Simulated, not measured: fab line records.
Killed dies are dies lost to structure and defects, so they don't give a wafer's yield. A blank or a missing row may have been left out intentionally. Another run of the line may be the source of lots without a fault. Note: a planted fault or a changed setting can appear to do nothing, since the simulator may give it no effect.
fab line records    flow sky130    part 2 of 2: steps 34 to 46 of 46
[record] lots = 5  wafers = 15  last-day = 49
route steps=708 shown VT_ADJUST_NCORE@123 VT_ADJUST_HVTR@131 VT_ADJUST_PCH@143 SONOS_TUNNEL@154 SONOS_ONO@168
lots untouched by any fault: they come from a run of this same line in which no faults occurred
start-h: hours from the record's first day to the start of the lot's first wafer shown    wait-h: time in hours since the lot's previous step    " the same as in the row above    L1.1+2: a row that stands for several wafers    - either no value or no given start    * or withheld: withheld    < > ~ a bound
route shown NAME@n: NAME is a module with steps in the file, n the number in the route of the first one    usual: mean/standard deviation taken from wafers without a fault    same: alike in all rows    chamber/n: place in a boat    sites: the reading at each site    _std_site: their standard deviation    _edge_site: outer sites' mean less inner sites'    radius-mm: for every site, how far away it sits from the centre of the wafer    mask NAME#n: copy n    behind: the most recent tool/chamber to have shaped the wafer    hold: what put the lot on hold/how long, in hours/how the hold closed    device: which transistor (n, p or np) failed to switch    end of line: tests of these same wafers at the route's end    for a step that has no rows: nothing shown but its recipe    killed: the dies lost at the first sort to structure and to defects; this is not the yield of the wafer    map: dies across one wafer; x = killed, . = not, _ = none there
set.NAME: the setting that was run; set.NAME@STEP: the one run at that earlier step    model.NAME: the simulator's own value behind a step, which no gauge read
certain route steps with their lots: each step a table, each wafer a row
services: a tool's chamber out of use, with start hour (start-h, from the record's first day; less than 0 if before it), hours out, and reason
[[steps]]
[step SKY_SONOS_TUNNEL_COAT_02]
[recipe] resist = NOVOLAK  spin-rpm = 3000  resist-thk-nm = 1140
lot.wafer   tool            chamber  start-h  wait-h
L078.1+5+6  litho-track-01  0        286.18   0.1
L083.1+2+6  litho-track-04  0        319.86   0.1
L087.3+5+6  litho-track-02  0        353.27   0.1
L088.1+5+6  litho-track-04  0        360.41   0.1
L092.2+4+6  litho-track-02  0        383.29   0.1
[step SKY_SONOS_TUNNEL_SOFTBAKE_03]
[recipe] temp-c = 90  time-s = 60  resist = NOVOLAK
lot.wafer   tool            chamber  start-h  wait-h
L078.1+5+6  litho-track-01  0        286.33   0.1
L083.1+2+6  litho-track-04  0        320.01   0.1
L087.3+5+6  litho-track-02  0        353.42   0.1
L088.1+5+6  litho-track-04  0        360.56   0.1
L092.2+4+6  litho-track-02  0        383.44   0.1
[step SKY_SONOS_TUNNEL_EXPOSE_04]
[recipe] mask-id = TUNM  na = 0.6  source-shape = conventional  sigma-outer = 0.6  polarization = unpolarized  target-cd-nm = 410  dose-mj = 136
lot.wafer   tool              chamber  start-h  wait-h  mask
L078.1+5+6  iline-stepper-01  0        -        -       TUNM#0
L083.1+2+6  iline-stepper-02  0        -        -       TUNM#0
L087.3+5+6  iline-stepper-01  0        -        -       TUNM#0
L088.1+5+6  iline-stepper-01  0        -        -       TUNM#0
L092.2+4+6  iline-stepper-02  0        -        -       TUNM#0
[step SKY_SONOS_TUNNEL_PEB_05]
[recipe] temp-c = withheld  time-s = *  resist = NOVOLAK
lot.wafer   tool            chamber  start-h  wait-h
L078.1+5+6  litho-track-01  0        -        -
L083.1+2+6  litho-track-02  0        -        -
L087.3+5+6  litho-track-04  0        -        -
L088.1+5+6  litho-track-04  0        -        -
L092.2+4+6  litho-track-01  0        -        -
[step SKY_SONOS_TUNNEL_DEVELOP_06]
[recipe] resist = NOVOLAK  developer = TMAH  develop-time-s = 60  dev-temp-c = 23
[usual] developer-temp-C = 23.01/0.1
lot.wafer  tool            chamber  start-h  wait-h  developer-temp-C
L078.1     litho-track-01  0        298.58   0.1     23.01
L078.5     "               0        "        "       22.74
L078.6     "               0        "        "       23.01
L083.1     litho-track-02  0        333.07   0.1     22.72
L083.2     "               0        "        "       22.92
L083.6     "               0        "        "       22.85
L087.3     litho-track-04  0        367.56   0.1     23.03
L087.5     "               0        "        "       23.11
L087.6     "               0        "        "       23.04
L088.1     litho-track-04  0        373.86   0.1     22.86
L088.5     "               0        "        "       22.93
L088.6     "               0        "        "       23.07
L092.2     litho-track-01  0        398.71   0.1     22.94
L092.4     "               0        "        "       22.95
L092.6     "               0        "        "       22.90
[step SKY_SONOS_TUNNEL_CD_MEAS_07]
[recipe] target-cd-nm = 410
[usual] cd-nm = 409.8/2.2
lot.wafer  tool       chamber  start-h  wait-h  cd-nm
L078.1     cd-sem-01  -        298.73   0.1     406.8
L078.5     "          -        "        "       410.2
L078.6     "          -        "        "       406.4
L083.1     cd-sem-02  -        333.22   0.1     410.1
L083.2     "          -        "        "       410.4
L083.6     "          -        "        "       412.0
L087.3     cd-sem-01  -        367.70   0.1     409.5
L087.5     "          -        "        "       408.2
L087.6     "          -        "        "       411.0
L088.1     cd-sem-01  -        374.01   0.1     410.5
L088.5     "          -        "        "       409.6
L088.6     "          -        "        "       410.6
L092.2     cd-sem-02  -        398.85   0.1     410.5
L092.4     "          -        "        "       414.0
L092.6     "          -        "        "       411.3
[step SKY_SONOS_TUNNEL_OVL_MEAS_08]
[usual] SONOS_TUNNEL_OVL = 0.9/1.4
lot.wafer  tool        chamber  start-h  wait-h  SONOS_TUNNEL_OVL[nm]
L078.1     overlay-01  -        298.85   0.1     1.7
L078.5     "           -        "        "       2.1
L078.6     "           -        "        "       2.0
L083.1     overlay-02  -        333.34   0.1     3.6
L083.2     "           -        "        "       2.6
L083.6     "           -        "        "       1.7
L087.3     overlay-02  -        367.79   0.1     1.1
L087.5     "           -        "        "       1.5
L087.6     "           -        "        "       2.1
L088.1     overlay-01  -        374.13   0.1     0.0
L088.5     "           -        "        "       -1.1
L088.6     "           -        "        "       -0.8
L092.2     overlay-02  -        398.96   0.1     2.5
L092.4     "           -        "        "       2.1
L092.6     "           -        "        "       2.3
[step SKY_SONOS_TUNNEL_IMPLANT_09]
[recipe] species = B  energy-kev = 20  dose-cm2 = 1e+12  tilt-deg = withheld
lot.wafer   tool          chamber  start-h  wait-h
L078.1+5+6  implanter-03  0        298.89   0.0
L083.1+2+6  implanter-02  0        333.37   0.0
L087.3+5+6  implanter-03  0        367.87   0.1
L088.1+5+6  implanter-03  0        374.17   0.0
L092.2+4+6  implanter-02  0        399.01   0.0
[step SKY_SONOS_TUNNEL_WET_ETCH_10]
[recipe] chemistry = dHF  target-depth-nm = 14  target = SiO2  dilution = 100:1  temp-c = 25  time-s = 280
lot.wafer   tool          chamber  start-h  wait-h
L078.1+5+6  wet-bench-04  2        299.04   0.1
L083.1+2+6  wet-bench-04  3        333.52   0.1
L087.3+5+6  wet-bench-03  0        367.97   0.1
L088.1+5+6  wet-bench-04  3        374.32   0.1
L092.2+4+6  wet-bench-02  2        399.14   0.1
[step SKY_SONOS_TUNNEL_STRIP_11]
[recipe] chemistry = SPM  time-s = 600  temp-c = 130
lot.wafer   tool          chamber  start-h  wait-h
L078.1+5+6  wet-bench-02  2        299.13   0.0
L083.1+2+6  wet-bench-03  3        333.62   0.0
L087.3+5+6  wet-bench-04  2        368.05   0.0
L088.1+5+6  wet-bench-03  1        374.40   0.0
L092.2+4+6  wet-bench-03  2        399.23   0.0
[step SKY_SONOS_TUNNEL_TW_MEAS_12]
[usual] SONOS_TUNNEL_TW = 194.2/1.2
lot.wafer  tool           chamber  start-h  wait-h  SONOS_TUNNEL_TW
L078.1     film-metro-02  -        299.35   0.0     192.5
L078.5     "              -        "        "       192.3
L078.6     "              -        "        "       191.5
L083.1     film-metro-01  -        333.80   0.0     196.2
L083.2     "              -        "        "       196.6
L083.6     "              -        "        "       195.5
L087.3     film-metro-02  -        368.25   0.0     192.3
L087.5     "              -        "        "       193.4
L087.6     "              -        "        "       193.2
L088.1     film-metro-02  -        374.58   0.0     193.0
L088.5     "              -        "        "       192.8
L088.6     "              -        "        "       194.1
L092.2     film-metro-03  -        399.62   0.0     194.6
L092.4     "              -        "        "       194.8
L092.6     "              -        "        "       194.4
[step SKY_SONOS_TUNNEL_CLEAN_13]
[recipe] chemistry = dHF  time-s = 20  dilution = 100:1  dry = ipa-marangoni
lot.wafer   tool          chamber  start-h  wait-h
L078.1+5+6  wet-bench-04  2        299.41   0.1
L083.1+2+6  wet-bench-02  0        333.86   0.1
L087.3+5+6  wet-bench-03  0        368.29   0.0
L088.1+5+6  wet-bench-02  1        374.64   0.1
L092.2+4+6  wet-bench-02  3        399.67   0.0
[step SKY_SONOS_ONO_OXIDATION_00]
[recipe] temp-c = 800  ambient = O2  idle-temp-c = 700  ramp-up-c-per-min = 10  ramp-down-c-per-min = 3  stabilise-s = 600  purge-s = 300  target-thk-a = 26  ox-time-s = 1249
[usual] ox-temp-c = 800.0/0.4  spike-tc-centre-C = 799.8/1  tube_center_temp_C_max = 802.00/0.29
lot.wafer  tool        chamber  start-h  wait-h  ox-temp-c  spike-tc-centre-C  tube_center_temp_C_max
L078.1     furnace-02  0        299.91   0.5     800.1      800.7              801.64
L078.5     "           0        "        "       800.0      799.5              801.86
L078.6     "           0        "        "       800.2      801.1              801.66
L083.1     furnace-01  0        334.45   0.6     800.1      797.3              801.61
L083.2     "           0        "        "       799.7      800.6              801.71
L083.6     "           0        "        "       799.5      799.3              801.91
L087.3     furnace-02  0        370.36   2.1     799.3      798.4              801.52
L087.5     "           0        "        "       799.4      800.0              801.87
L087.6     "           0        "        "       799.6      800.4              801.75
L088.1     furnace-02  0        375.64   1.0     799.4      799.7              802.67
L088.5     "           0        "        "       799.7      800.4              801.80
L088.6     "           0        "        "       799.7      798.4              801.75
L092.2     furnace-01  0        400.84   1.2     799.9      801.7              801.85
L092.4     "           0        "        "       799.8      799.2              801.85
L092.6     "           0        "        "       800.5      800.2              801.92
[[services]]
tool              chamber  start-h  hours  kind
plasma-asher-02   -        195.14   12.6   repair
implanter-02      -        207.17   0.7    repair
plasma-asher-03   -        217.27   15.6   pm
furnace-01        -        228.92   3.5    pm
iline-stepper-02  -        239.94   1.7    pm
plasma-asher-04   -        242.65   4.0    pm
furnace-01        -        243.24   3.2    pm
iline-stepper-02  -        250.04   6.5    repair
implanter-03      -        283.46   12.4   pm
iline-stepper-01  -        291.32   -      consumable-replace:lamp
implanter-04      -        294.35   4.1    repair
furnace-02        -        303.79   3.0    pm
iline-stepper-01  0        306.03   -      calibration
iline-stepper-01  -        336.40   7.9    repair
litho-track-02    -        337.98   -      consumable-replace:filter
plasma-asher-04   -        341.74   3.7    repair
plasma-asher-02   -        357.80   4.2    repair
wet-bench-04      -        358.21   4.4    pm
furnace-02        -        364.39   3.4    pm
iline-stepper-01  -        366.76   1.7    pm
litho-track-03    -        373.87   -      consumable-replace:filter
implanter-02      -        377.45   4.4    repair
furnace-01        -        396.70   4.1    pm
plasma-asher-03   -        399.36   2.8    pm
